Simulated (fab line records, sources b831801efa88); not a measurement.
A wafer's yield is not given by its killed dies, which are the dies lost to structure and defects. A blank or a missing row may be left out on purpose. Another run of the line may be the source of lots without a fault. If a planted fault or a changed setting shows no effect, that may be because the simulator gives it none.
Comparing a struck lot with a sound one | flow sfq-line | 14 out of 325 route steps
Sound: wafers L370.2, L370.3, L370.4. Struck: wafer L384.2 (left out: L384.6, a lot-mate that was not struck); the cause follows at the end.
For every step that has rows: the tool of each side, followed by ch and its chambers, followed by its first start. Under that, the readings that differ: sound wafers | struck wafers | difference of the means | sigmas: that difference in standard deviations of wafers without a fault.
alike: readings whose means differ by less than 2 such deviations, and words and numbers that are the same on both sides. not compared: withheld readings, readings that some wafer has no value for, bounds like >300 that may hide the same value, and numbers for which the record gives no deviation and whose values overlap.
The two part at a step that has a row with sigmas, a row that says differs or no value, or rows on one side only. Numbers that don't overlap but have no deviation are shown without sigmas and don't part them. Lack of a reading on every wafer of one side parts them only where that side has two or more wafers.

SFQ_TRILAYER_I7_VIA_ETCH_VIA_ETCH_190: etches SiO2 in CHF3, stops on Nb, target depth 260 nm.
  sound on rie-diel-04 ch 0,2,3, day 74 01:14; struck on rie-diel-03 ch 0, day 82 15:45
  alike: bias-w, drypump-motor-current-A, oes-product-au
SFQ_TRILAYER_I7_VIA_STRIP_STRIP_191: strips in O2.
  sound on rie-metal-02 ch 0,1, day 74 01:21; struck on rie-metal-03 ch 0, day 82 15:52
  reading                     | sound          | struck | difference | sigmas
  drypump-motor-current-A (A) | 5.64 5.86 5.66 | 5.00   | -0.72      | -2
  alike: oes-product-au
  not compared: rf-hours-counter-h
then, 8 steps without rows for these wafers: SFQ_TRILAYER_I7_VIA_STRIP_SOLV_CLEAN_192 (cleans in NMP, time 600 s); SFQ_TRILAYER_M8_LITHO_LOR_COAT_197; SFQ_TRILAYER_M8_LITHO_LOR_BAKE_198; SFQ_TRILAYER_M8_LITHO_COAT_193 (resist thk 600 nm); SFQ_TRILAYER_M8_LITHO_SOFTBAKE_199; SFQ_TRILAYER_M8_LITHO_EXPOSE_194 (exposes mask M8, target cd 2000 nm); SFQ_TRILAYER_M8_LITHO_PEB_196 (peb time 60 s); SFQ_TRILAYER_M8_LITHO_DEVELOP_195 (img clear 15 s, time 55 s).
SFQ_M8_OVL_MEAS_948:
  sound: overlay-02 at day 77 21:23; struck: overlay-01 at day 83 08:01
  alike: M8_OVL
then, 1 step without rows for these wafers: SFQ_TRILAYER_M8_DEP_EVAP_197 (material Ti, target thk 20 nm, time 100 s).
SFQ_TRILAYER_M8_DEP_EVAP_198: material Pt, target thk 50 nm, time 250 s.
  sound: pvd-sputter-02 at day 77 21:29; struck: pvd-sputter-02 at day 83 08:07
  reading                                          | sound             | struck | difference | sigmas
  model.Pt_of_TRILAYER_M8_DEP_EVAP_198.thk-nm (nm) | 49.39 49.44 49.81 | 44     | -6         |
then, 1 step without rows for these wafers: SFQ_TRILAYER_M8_DEP_EVAP_196 (material Au, target thk 180 nm, time 900 s).

== WHERE THEY PART ==
Within this record, at SFQ_TRILAYER_I7_VIA_STRIP_STRIP_191 only. Later steps at which nothing parts them and some readings are alike: SFQ_M8_OVL_MEAS_948.

WHY: what had been put in by the simulator
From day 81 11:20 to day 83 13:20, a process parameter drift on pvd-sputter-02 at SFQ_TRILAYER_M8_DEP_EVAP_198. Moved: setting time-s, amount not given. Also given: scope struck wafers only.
